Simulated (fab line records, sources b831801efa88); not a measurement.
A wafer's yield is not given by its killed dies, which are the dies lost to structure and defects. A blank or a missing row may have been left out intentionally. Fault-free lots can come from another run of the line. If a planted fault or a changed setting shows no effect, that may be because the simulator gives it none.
A sampling plan put to the test :: flow gf180mcu :: one line in one fab, 48 faults in these records, each fault weighed on the records of the lots it struck
The plan consists of the line's own looks: route steps at which the wafer is read by a gauge or an inspection but not changed. Where struck wafers have a number at a look and the file lists that look's usual mean and standard deviation on fault-free wafers, the look can be judged. Caught: 4 or more of those standard deviations (sigma) separate the usual mean from the mean of the struck wafers at a look after the fault's first step. On the tool: the same test on the tool's own readings at the fault's steps. If the struck wafers alone have a blank record, or they carry another recipe, that too counts as caught.

THE FAULTS, as the simulator had put them in
1. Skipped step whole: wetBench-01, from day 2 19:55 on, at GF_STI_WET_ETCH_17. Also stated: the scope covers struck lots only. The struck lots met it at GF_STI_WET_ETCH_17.
2. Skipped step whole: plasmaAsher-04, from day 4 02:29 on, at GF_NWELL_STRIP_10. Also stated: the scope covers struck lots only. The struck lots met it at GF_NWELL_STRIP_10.
3. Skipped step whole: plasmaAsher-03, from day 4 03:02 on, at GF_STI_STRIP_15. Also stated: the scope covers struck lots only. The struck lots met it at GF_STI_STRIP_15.
4. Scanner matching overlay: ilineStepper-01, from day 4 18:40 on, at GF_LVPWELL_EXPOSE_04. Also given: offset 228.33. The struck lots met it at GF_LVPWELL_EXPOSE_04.
5. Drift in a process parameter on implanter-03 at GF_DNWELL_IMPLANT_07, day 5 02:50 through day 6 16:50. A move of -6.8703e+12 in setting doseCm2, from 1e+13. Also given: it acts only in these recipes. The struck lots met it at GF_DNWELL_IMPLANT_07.
6. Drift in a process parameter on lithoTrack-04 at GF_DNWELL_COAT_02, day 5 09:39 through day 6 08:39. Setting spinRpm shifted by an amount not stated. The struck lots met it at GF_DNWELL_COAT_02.
7. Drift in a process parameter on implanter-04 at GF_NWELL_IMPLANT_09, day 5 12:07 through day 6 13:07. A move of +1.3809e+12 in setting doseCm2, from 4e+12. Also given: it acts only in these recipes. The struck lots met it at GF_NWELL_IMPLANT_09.
8. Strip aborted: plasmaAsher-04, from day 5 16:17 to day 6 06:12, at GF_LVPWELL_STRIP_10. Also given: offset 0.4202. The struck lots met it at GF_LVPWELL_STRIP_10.
9. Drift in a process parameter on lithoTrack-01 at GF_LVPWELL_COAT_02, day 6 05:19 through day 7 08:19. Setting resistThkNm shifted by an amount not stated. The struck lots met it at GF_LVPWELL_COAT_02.
10. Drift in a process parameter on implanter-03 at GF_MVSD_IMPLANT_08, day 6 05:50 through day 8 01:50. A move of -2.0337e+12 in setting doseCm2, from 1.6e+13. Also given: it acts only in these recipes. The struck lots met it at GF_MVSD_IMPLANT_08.
11. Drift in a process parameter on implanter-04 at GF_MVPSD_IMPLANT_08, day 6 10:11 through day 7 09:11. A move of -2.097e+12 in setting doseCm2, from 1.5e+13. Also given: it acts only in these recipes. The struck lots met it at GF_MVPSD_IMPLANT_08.
12. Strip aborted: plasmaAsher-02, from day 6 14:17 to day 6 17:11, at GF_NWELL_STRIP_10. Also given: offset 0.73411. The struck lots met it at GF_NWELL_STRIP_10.
13. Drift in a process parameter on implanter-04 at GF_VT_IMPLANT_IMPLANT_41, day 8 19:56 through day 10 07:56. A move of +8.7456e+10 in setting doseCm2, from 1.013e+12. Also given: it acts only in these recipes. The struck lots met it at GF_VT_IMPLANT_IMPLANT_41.
14. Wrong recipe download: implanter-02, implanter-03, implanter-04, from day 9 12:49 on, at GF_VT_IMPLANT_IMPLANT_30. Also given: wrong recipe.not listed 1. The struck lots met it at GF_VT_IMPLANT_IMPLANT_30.
15. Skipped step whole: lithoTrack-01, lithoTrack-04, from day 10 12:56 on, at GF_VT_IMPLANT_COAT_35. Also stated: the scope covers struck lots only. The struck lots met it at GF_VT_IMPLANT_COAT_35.
16. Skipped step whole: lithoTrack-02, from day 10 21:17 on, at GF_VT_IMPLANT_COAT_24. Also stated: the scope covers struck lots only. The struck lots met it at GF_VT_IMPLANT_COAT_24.
17. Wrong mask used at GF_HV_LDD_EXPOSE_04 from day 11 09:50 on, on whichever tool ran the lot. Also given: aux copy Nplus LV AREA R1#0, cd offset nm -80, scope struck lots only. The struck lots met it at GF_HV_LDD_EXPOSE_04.
18. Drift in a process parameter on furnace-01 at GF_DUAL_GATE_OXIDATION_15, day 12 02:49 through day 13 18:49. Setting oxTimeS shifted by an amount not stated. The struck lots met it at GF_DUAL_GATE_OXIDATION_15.
19. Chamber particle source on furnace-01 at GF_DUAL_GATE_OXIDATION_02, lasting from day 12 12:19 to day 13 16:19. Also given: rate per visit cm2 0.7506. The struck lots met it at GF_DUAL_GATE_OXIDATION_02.
20. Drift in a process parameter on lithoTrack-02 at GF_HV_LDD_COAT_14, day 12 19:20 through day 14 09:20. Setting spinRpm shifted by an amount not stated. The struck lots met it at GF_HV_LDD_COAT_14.
21. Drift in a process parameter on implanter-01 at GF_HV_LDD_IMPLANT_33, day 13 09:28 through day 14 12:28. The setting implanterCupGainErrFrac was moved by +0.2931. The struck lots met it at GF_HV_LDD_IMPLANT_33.
22. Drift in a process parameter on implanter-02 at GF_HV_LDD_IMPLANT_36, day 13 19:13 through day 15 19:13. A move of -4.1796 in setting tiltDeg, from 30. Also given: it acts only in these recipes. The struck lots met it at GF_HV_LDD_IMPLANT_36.
23. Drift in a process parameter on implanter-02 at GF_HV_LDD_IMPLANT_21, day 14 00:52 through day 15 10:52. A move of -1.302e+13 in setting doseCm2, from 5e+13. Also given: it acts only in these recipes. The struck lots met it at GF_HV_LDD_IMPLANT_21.
24. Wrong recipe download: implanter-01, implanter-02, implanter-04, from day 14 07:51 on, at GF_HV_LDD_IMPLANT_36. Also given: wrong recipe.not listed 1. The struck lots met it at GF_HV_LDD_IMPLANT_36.
25. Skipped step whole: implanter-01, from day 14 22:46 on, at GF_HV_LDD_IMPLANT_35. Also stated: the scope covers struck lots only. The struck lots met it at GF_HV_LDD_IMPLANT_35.
26. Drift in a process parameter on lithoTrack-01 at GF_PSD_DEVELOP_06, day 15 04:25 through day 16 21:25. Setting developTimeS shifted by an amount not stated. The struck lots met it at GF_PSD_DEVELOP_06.
27. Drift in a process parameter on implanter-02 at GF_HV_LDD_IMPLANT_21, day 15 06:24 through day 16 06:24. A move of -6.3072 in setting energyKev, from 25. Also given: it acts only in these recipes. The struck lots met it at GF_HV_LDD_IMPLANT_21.
28. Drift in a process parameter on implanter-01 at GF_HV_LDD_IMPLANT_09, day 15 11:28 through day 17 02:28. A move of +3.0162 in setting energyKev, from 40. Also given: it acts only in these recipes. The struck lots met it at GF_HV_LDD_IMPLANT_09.
29. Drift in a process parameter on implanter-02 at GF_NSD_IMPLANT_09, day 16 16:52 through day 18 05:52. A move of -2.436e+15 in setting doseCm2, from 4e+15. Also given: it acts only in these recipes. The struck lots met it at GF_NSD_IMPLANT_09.
30. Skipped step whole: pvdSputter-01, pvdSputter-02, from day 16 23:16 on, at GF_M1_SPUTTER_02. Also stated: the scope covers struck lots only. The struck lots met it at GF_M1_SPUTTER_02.
31. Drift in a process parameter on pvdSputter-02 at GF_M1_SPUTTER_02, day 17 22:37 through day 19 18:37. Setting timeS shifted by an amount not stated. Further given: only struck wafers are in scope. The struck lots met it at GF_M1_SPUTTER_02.
32. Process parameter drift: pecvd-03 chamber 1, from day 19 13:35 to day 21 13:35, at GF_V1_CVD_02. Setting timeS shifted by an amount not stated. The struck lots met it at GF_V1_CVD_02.
33. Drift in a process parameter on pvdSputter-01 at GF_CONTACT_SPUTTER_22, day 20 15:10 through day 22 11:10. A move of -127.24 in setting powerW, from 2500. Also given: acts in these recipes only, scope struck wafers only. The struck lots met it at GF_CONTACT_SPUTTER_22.
34. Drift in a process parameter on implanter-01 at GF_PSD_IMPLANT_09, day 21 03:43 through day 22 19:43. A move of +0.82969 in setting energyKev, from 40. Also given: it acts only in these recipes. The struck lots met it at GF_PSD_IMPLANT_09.
35. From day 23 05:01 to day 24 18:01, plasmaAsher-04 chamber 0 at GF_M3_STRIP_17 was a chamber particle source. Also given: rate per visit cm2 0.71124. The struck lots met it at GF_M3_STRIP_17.
36. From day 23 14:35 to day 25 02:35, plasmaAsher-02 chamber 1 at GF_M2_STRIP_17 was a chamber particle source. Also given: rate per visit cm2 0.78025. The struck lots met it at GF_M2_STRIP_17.
37. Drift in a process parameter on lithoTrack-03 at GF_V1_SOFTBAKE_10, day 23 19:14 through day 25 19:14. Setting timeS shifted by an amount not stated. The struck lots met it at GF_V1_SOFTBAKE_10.
38. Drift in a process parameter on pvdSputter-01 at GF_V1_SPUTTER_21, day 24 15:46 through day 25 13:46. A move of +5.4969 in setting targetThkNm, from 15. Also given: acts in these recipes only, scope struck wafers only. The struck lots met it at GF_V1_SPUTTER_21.
39. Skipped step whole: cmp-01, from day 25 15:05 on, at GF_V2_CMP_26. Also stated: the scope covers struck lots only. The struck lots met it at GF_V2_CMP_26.
40. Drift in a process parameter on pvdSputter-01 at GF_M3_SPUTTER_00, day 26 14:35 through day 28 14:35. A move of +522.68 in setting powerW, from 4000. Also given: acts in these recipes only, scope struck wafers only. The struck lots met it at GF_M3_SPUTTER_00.
41. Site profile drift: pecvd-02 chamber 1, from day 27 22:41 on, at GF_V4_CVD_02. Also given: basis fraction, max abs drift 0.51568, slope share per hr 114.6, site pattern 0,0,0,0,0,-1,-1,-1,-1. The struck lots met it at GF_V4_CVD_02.
42. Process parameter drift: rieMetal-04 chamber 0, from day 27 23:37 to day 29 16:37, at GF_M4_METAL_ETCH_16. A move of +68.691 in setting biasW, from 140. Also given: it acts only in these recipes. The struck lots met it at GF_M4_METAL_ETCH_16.
43. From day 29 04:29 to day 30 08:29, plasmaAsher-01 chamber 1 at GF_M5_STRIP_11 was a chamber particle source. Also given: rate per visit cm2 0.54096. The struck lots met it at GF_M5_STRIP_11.
44. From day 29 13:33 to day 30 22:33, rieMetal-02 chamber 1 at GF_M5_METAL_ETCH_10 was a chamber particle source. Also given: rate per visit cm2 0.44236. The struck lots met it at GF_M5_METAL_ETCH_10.
45. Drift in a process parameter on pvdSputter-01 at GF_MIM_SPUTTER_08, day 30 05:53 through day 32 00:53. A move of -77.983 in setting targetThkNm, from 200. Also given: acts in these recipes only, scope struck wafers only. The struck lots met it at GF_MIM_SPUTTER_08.
46. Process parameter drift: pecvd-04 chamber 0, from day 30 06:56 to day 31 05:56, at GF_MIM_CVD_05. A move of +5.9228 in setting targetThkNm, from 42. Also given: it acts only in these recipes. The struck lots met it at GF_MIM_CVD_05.
47. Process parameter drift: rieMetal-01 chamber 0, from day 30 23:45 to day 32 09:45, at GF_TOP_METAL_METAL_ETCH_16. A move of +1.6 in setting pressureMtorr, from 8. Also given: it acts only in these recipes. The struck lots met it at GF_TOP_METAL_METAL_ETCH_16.
48. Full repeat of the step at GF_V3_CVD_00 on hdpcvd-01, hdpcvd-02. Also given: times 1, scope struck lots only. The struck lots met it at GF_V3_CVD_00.

WHAT THE PLAN SAW
fault: 1
on the tool itself: the tool's record is blank for the struck wafers
first look that catches it: no look after it can be judged
reading, sigma: -
median hours from its first step to that look: -
hours from the fault's start to the first struck lot there: -
judged looks passed uncaught: 0

fault: 2
on the tool itself: the tool's record is blank for the struck wafers
first look that catches it: GF_LVPWELL_TW_MEAS_11
reading, sigma: LVPWELL_TW -99 or beyond
median hours from its first step to that look: 14.7
hours from the fault's start to the first struck lot there: 17
judged looks passed uncaught: 0

fault: 3
on the tool itself: the tool's record is blank for the struck wafers
first look that catches it: no look after it can be judged
reading, sigma: -
median hours from its first step to that look: -
hours from the fault's start to the first struck lot there: -
judged looks passed uncaught: 0

fault: 4
on the tool itself: no reading that can be judged
first look that catches it: GF_LVPWELL_OVL_MEAS_07
reading, sigma: LVPWELL_OVL +99 or beyond
median hours from its first step to that look: 7.3
hours from the fault's start to the first struck lot there: 14
judged looks passed uncaught: 0

fault: 5
on the tool itself: doseIonsCm2 -99 or beyond sigma
first look that catches it: GF_DNWELL_TW_MEAS_09
reading, sigma: DNWELL_TW -38
median hours from its first step to that look: 0.2
hours from the fault's start to the first struck lot there: 18
judged looks passed uncaught: 0

fault: 6
on the tool itself: spinSpeedRpm -99 or beyond sigma
first look that catches it: none of the 2 looks that can be judged after it
reading, sigma: -
median hours from its first step to that look: -
hours from the fault's start to the first struck lot there: -
judged looks passed uncaught: 2

fault: 7
on the tool itself: doseIonsCm2 +99 or beyond sigma
first look that catches it: GF_VT_IMPLANT_RS_MEAS_47
reading, sigma: NWELL_RS -18
median hours from its first step to that look: 118.2
hours from the fault's start to the first struck lot there: 118
judged looks passed uncaught: 1

fault: 8
on the tool itself: oesProductAu +50 sigma
first look that catches it: GF_MVSD_TW_MEAS_11
reading, sigma: MVSD_TW -8.5
median hours from its first step to that look: 14.8
hours from the fault's start to the first struck lot there: 29
judged looks passed uncaught: 0

fault: 9
on the tool itself: under 2 sigma
first look that catches it: no look after it can be judged
reading, sigma: -
median hours from its first step to that look: -
hours from the fault's start to the first struck lot there: -
judged looks passed uncaught: 0

fault: 10
on the tool itself: doseIonsCm2 -99 or beyond sigma
first look that catches it: GF_MVSD_TW_MEAS_11
reading, sigma: MVSD_TW -6.8
median hours from its first step to that look: 0.4
hours from the fault's start to the first struck lot there: 3
judged looks passed uncaught: 0

fault: 11
on the tool itself: doseIonsCm2 -99 or beyond sigma
first look that catches it: GF_MVPSD_TW_MEAS_11
reading, sigma: MVPSD_TW -6.4
median hours from its first step to that look: 0.4
hours from the fault's start to the first struck lot there: 4
judged looks passed uncaught: 0

fault: 12
on the tool itself: oesProductAu +45 sigma
first look that catches it: GF_LVPWELL_TW_MEAS_11
reading, sigma: LVPWELL_TW -99 or beyond
median hours from its first step to that look: 16.1
hours from the fault's start to the first struck lot there: 19
judged looks passed uncaught: 0

fault: 13
on the tool itself: doseIonsCm2 +79 sigma
first look that catches it: not the one look that can be judged after it
reading, sigma: strongest: VT_IMPLANT_4_TW at GF_VT_IMPLANT_TW_MEAS_43, +3.1
median hours from its first step to that look: -
hours from the fault's start to the first struck lot there: -
judged looks passed uncaught: 1

fault: 14
on the tool itself: under 2 sigma
first look that catches it: GF_VT_IMPLANT_TW_MEAS_32
reading, sigma: VT_IMPLANT_3_TW +89
median hours from its first step to that look: 0.2
hours from the fault's start to the first struck lot there: 4
judged looks passed uncaught: 0

fault: 15
on the tool itself: the tool's record is blank for the struck wafers
first look that catches it: no look after it can be judged
reading, sigma: -
median hours from its first step to that look: -
hours from the fault's start to the first struck lot there: -
judged looks passed uncaught: 0

fault: 16
on the tool itself: the tool's record is blank for the struck wafers
first look that catches it: no look after it can be judged
reading, sigma: -
median hours from its first step to that look: -
hours from the fault's start to the first struck lot there: -
judged looks passed uncaught: 0

fault: 17
on the tool itself: under 2 sigma
first look that catches it: GF_HV_LDD_CD_MEAS_07
reading, sigma: cdNm -29
median hours from its first step to that look: 9.5
hours from the fault's start to the first struck lot there: 14
judged looks passed uncaught: 0

fault: 18
on the tool itself: under 2 sigma
first look that catches it: no look after it can be judged
reading, sigma: -
median hours from its first step to that look: -
hours from the fault's start to the first struck lot there: -
judged looks passed uncaught: 0

fault: 19
on the tool itself: under 2 sigma
first look that catches it: none of the 2 looks that can be judged after it
reading, sigma: -
median hours from its first step to that look: -
hours from the fault's start to the first struck lot there: -
judged looks passed uncaught: 2

fault: 20
on the tool itself: spinSpeedRpm +99 or beyond sigma
first look that catches it: not the one look that can be judged after it
reading, sigma: strongest: cdNm at GF_HV_LDD_CD_MEAS_19, +3.1
median hours from its first step to that look: -
hours from the fault's start to the first struck lot there: -
judged looks passed uncaught: 1

fault: 21
on the tool itself: faradayCurrentUA +14 sigma
first look that catches it: GF_HV_LDD_RS_MEAS_53
reading, sigma: HV_LDD_RS +4.9
median hours from its first step to that look: 22.4
hours from the fault's start to the first struck lot there: 30
judged looks passed uncaught: 0

fault: 22
on the tool itself: tiltDeg -99 or beyond sigma
first look that catches it: not the one look that can be judged after it
reading, sigma: -
median hours from its first step to that look: -
hours from the fault's start to the first struck lot there: -
judged looks passed uncaught: 1

fault: 23
on the tool itself: doseIonsCm2 -99 or beyond sigma
first look that catches it: GF_HV_LDD_TW_MEAS_23
reading, sigma: HV_LDD_2_TW -10
median hours from its first step to that look: 0.2
hours from the fault's start to the first struck lot there: 3
judged looks passed uncaught: 0

fault: 24
on the tool itself: under 2 sigma
first look that catches it: GF_HV_LDD_TW_MEAS_38
reading, sigma: HV_LDD_3_TW +12
median hours from its first step to that look: 0.2
hours from the fault's start to the first struck lot there: 7
judged looks passed uncaught: 0

fault: 25
on the tool itself: the tool's record is blank for the struck wafers
first look that catches it: GF_HV_LDD_TW_MEAS_38
reading, sigma: HV_LDD_3_TW -9.8
median hours from its first step to that look: 0.4
hours from the fault's start to the first struck lot there: 4
judged looks passed uncaught: 0

fault: 26
on the tool itself: no reading that can be judged
first look that catches it: not the one look that can be judged after it
reading, sigma: strongest: cdNm at GF_PSD_CD_MEAS_07, +3.8
median hours from its first step to that look: -
hours from the fault's start to the first struck lot there: -
judged looks passed uncaught: 1

fault: 27
on the tool itself: beamEnergyKeV -99 or beyond sigma
first look that catches it: GF_HV_LDD_TW_MEAS_23
reading, sigma: HV_LDD_2_TW -9.9
median hours from its first step to that look: 0.2
hours from the fault's start to the first struck lot there: 5
judged looks passed uncaught: 0

fault: 28
on the tool itself: beamEnergyKeV +99 or beyond sigma
first look that catches it: no look after it can be judged
reading, sigma: -
median hours from its first step to that look: -
hours from the fault's start to the first struck lot there: -
judged looks passed uncaught: 0

fault: 29
on the tool itself: doseIonsCm2 -99 or beyond sigma
first look that catches it: GF_PSD_RS_MEAS_14
reading, sigma: NSD_RS +99 or beyond
median hours from its first step to that look: 24.9
hours from the fault's start to the first struck lot there: 28
judged looks passed uncaught: 0

fault: 30
on the tool itself: the tool's record is blank for the struck wafers
first look that catches it: GF_M1_RS_MEAS_05
reading, sigma: M1_ALCU_RS +99 or beyond
median hours from its first step to that look: 0.1
hours from the fault's start to the first struck lot there: 4
judged looks passed uncaught: 0

fault: 31
on the tool itself: under 2 sigma
first look that catches it: GF_M1_RS_MEAS_05
reading, sigma: M1_ALCU_RS -12
median hours from its first step to that look: 0.1
hours from the fault's start to the first struck lot there: 2
judged looks passed uncaught: 0

fault: 32
on the tool itself: runLengthS +8.1 sigma
first look that catches it: GF_V1_THK_MEAS_03
reading, sigma: V1_CVD_02_THK +4.5
median hours from its first step to that look: 0.1
hours from the fault's start to the first struck lot there: 29
judged looks passed uncaught: 0

fault: 33
on the tool itself: cathodeDcPowerW -99 or beyond sigma
first look that catches it: no look after it can be judged
reading, sigma: -
median hours from its first step to that look: -
hours from the fault's start to the first struck lot there: -
judged looks passed uncaught: 0

fault: 34
on the tool itself: beamEnergyKeV +64 sigma
first look that catches it: none of the 2 looks that can be judged after it
reading, sigma: strongest: PSD_RS at GF_PSD_RS_MEAS_15, -3.2
median hours from its first step to that look: -
hours from the fault's start to the first struck lot there: -
judged looks passed uncaught: 2

fault: 35
on the tool itself: under 2 sigma
first look that catches it: not the one look that can be judged after it
reading, sigma: -
median hours from its first step to that look: -
hours from the fault's start to the first struck lot there: -
judged looks passed uncaught: 1

fault: 36
on the tool itself: under 2 sigma
first look that catches it: not the one look that can be judged after it
reading, sigma: -
median hours from its first step to that look: -
hours from the fault's start to the first struck lot there: -
judged looks passed uncaught: 1

fault: 37
on the tool itself: heaterPowerTotalW +99 or beyond sigma
first look that catches it: GF_V1_CD_MEAS_14
reading, sigma: cdNm -12
median hours from its first step to that look: 11.6
hours from the fault's start to the first struck lot there: 13
judged looks passed uncaught: 0

fault: 38
on the tool itself: under 2 sigma
first look that catches it: no look after it can be judged
reading, sigma: -
median hours from its first step to that look: -
hours from the fault's start to the first struck lot there: -
judged looks passed uncaught: 0

fault: 39
on the tool itself: no reading that can be judged
first look that catches it: no look after it can be judged
reading, sigma: -
median hours from its first step to that look: -
hours from the fault's start to the first struck lot there: -
judged looks passed uncaught: 0

fault: 40
on the tool itself: cathodeDcPowerW +99 or beyond sigma
first look that catches it: no look after it can be judged
reading, sigma: -
median hours from its first step to that look: -
hours from the fault's start to the first struck lot there: -
judged looks passed uncaught: 0

fault: 41
on the tool itself: under 2 sigma
first look that catches it: GF_V4_THK_MEAS_03
reading, sigma: V4_CVD_02_THK -18
median hours from its first step to that look: 0.1
hours from the fault's start to the first struck lot there: 18
judged looks passed uncaught: 0

fault: 42
on the tool itself: biasW +99 or beyond sigma
first look that catches it: no look after it can be judged
reading, sigma: -
median hours from its first step to that look: -
hours from the fault's start to the first struck lot there: -
judged looks passed uncaught: 0

fault: 43
on the tool itself: under 2 sigma
first look that catches it: not the one look that can be judged after it
reading, sigma: -
median hours from its first step to that look: -
hours from the fault's start to the first struck lot there: -
judged looks passed uncaught: 1

fault: 44
on the tool itself: under 2 sigma
first look that catches it: no look after it can be judged
reading, sigma: -
median hours from its first step to that look: -
hours from the fault's start to the first struck lot there: -
judged looks passed uncaught: 0

fault: 45
on the tool itself: under 2 sigma
first look that catches it: GF_MIM_RS_MEAS_10
reading, sigma: MIM_ALCU_RS +85
median hours from its first step to that look: 0.1
hours from the fault's start to the first struck lot there: 10
judged looks passed uncaught: 0

fault: 46
on the tool itself: under 2 sigma
first look that catches it: GF_MIM_THK_MEAS_06
reading, sigma: MIM_CVD_05_THK +10
median hours from its first step to that look: 0.0
hours from the fault's start to the first struck lot there: 9
judged looks passed uncaught: 0

fault: 47
on the tool itself: chamberPressureMTorr +99 or beyond sigma
first look that catches it: no look after it can be judged
reading, sigma: -
median hours from its first step to that look: -
hours from the fault's start to the first struck lot there: -
judged looks passed uncaught: 0

fault: 48
on the tool itself: under 2 sigma
first look that catches it: GF_V3_THK_MEAS_01
reading, sigma: V3_CVD_00_THK +88
median hours from its first step to that look: 0.3
hours from the fault's start to the first struck lot there: -
judged looks passed uncaught: 0
Dash: fault not caught, or number not given in these records.

Caught at a look: 24 of 48. Caught on the tool: 29 of 48. By one or the other: 38 of 48.
Caught on the tool alone: faults 1, 3, 6, 13, 15, 16, 20, 22, 28, 33, 34, 40, 42, 47.
Caught at a look alone: faults 4, 14, 17, 24, 31, 41, 45, 46, 48.
Caught by neither: faults 9, 18, 19, 26, 35, 36, 38, 39, 43, 44.

THINNER SAMPLING
Were the look that catches a fault to measure just every second or every third lot (counted by lot number), the first struck lot would, at worst, be measured this late:
fault: 2
struck lots at that look, in order of time: L544, L545, L546
every lot: 17 h
every second lot: 24 h
every third lot: 30 h

fault: 4
struck lots at that look, in order of time: L477, L482
every lot: 14 h
every second lot: 42 h
every third lot: may miss all 2

fault: 5
struck lots at that look, in order of time: L751, L753
every lot: 18 h
every second lot: may miss all 2
every third lot: may miss all 2

fault: 7
struck lots at that look, in order of time: L894, L896, L897
every lot: 118 h
every second lot: 142 h
every third lot: may miss all 3

fault: 8
struck lots at that look, in order of time: L728
every lot: 29 h
every second lot: may miss it
every third lot: may miss it

fault: 10
struck lots at that look, in order of time: L376, L381
every lot: 3 h
every second lot: 36 h
every third lot: may miss all 2

fault: 11
struck lots at that look, in order of time: L758, L759
every lot: 4 h
every second lot: 9 h
every third lot: may miss all 2

fault: 12
struck lots at that look, in order of time: L332
every lot: 19 h
every second lot: may miss it
every third lot: may miss it

fault: 14
struck lots at that look, in order of time: L416, L417, L418, L419
every lot: 4 h
every second lot: 12 h
every third lot: 19 h

fault: 17
struck lots at that look, in order of time: L717
every lot: 14 h
every second lot: may miss it
every third lot: may miss it

fault: 21
struck lots at that look, in order of time: L912, L913
every lot: 30 h
every second lot: 37 h
every third lot: may miss all 2

fault: 23
struck lots at that look, in order of time: L395, L396, L397
every lot: 3 h
every second lot: 18 h
every third lot: 25 h

fault: 24
struck lots at that look, in order of time: L779, L780, L781, L782
every lot: 7 h
every second lot: 12 h
every third lot: 19 h

fault: 25
struck lots at that look, in order of time: L728, L729
every lot: 4 h
every second lot: 20 h
every third lot: may miss all 2

fault: 27
struck lots at that look, in order of time: L223, L225
every lot: 5 h
every second lot: may miss all 2
every third lot: may miss all 2

fault: 29
struck lots at that look, in order of time: L313, L316
every lot: 28 h
every second lot: 60 h
every third lot: may miss all 2

fault: 30
struck lots at that look, in order of time: L308, L309, L310
every lot: 4 h
every second lot: 8 h
every third lot: 22 h

fault: 31
struck lots at that look, in order of time: L491
every lot: 2 h
every second lot: may miss it
every third lot: may miss it

fault: 32
struck lots at that look, in order of time: L232, L234
every lot: 29 h
every second lot: may miss all 2
every third lot: may miss all 2

fault: 37
struck lots at that look, in order of time: L126, L129
every lot: 13 h
every second lot: 35 h
every third lot: may miss all 2

fault: 41
struck lots at that look, in order of time: L625, L629
every lot: 18 h
every second lot: may miss all 2
every third lot: may miss all 2

fault: 45
struck lots at that look, in order of time: L844
every lot: 10 h
every second lot: may miss it
every third lot: may miss it

fault: 46
struck lots at that look, in order of time: L692, L694
every lot: 9 h
every second lot: may miss all 2
every third lot: may miss all 2
Hours are from the fault's start to the first struck lot that is measured. Since the struck wafers were tested as one group against 4 sigma, a single lot by itself may lie under the limit. Other struck lots may not be in these records.

THE LONGEST TIMED WAY FROM STEP TO LOOK
Fault 7: a median of 118.2 hours passes between GF_NWELL_IMPLANT_09 and GF_VT_IMPLANT_RS_MEAS_47. The look between them that can be judged stayed within 4 sigma: GF_NWELL_TW_MEAS_11.
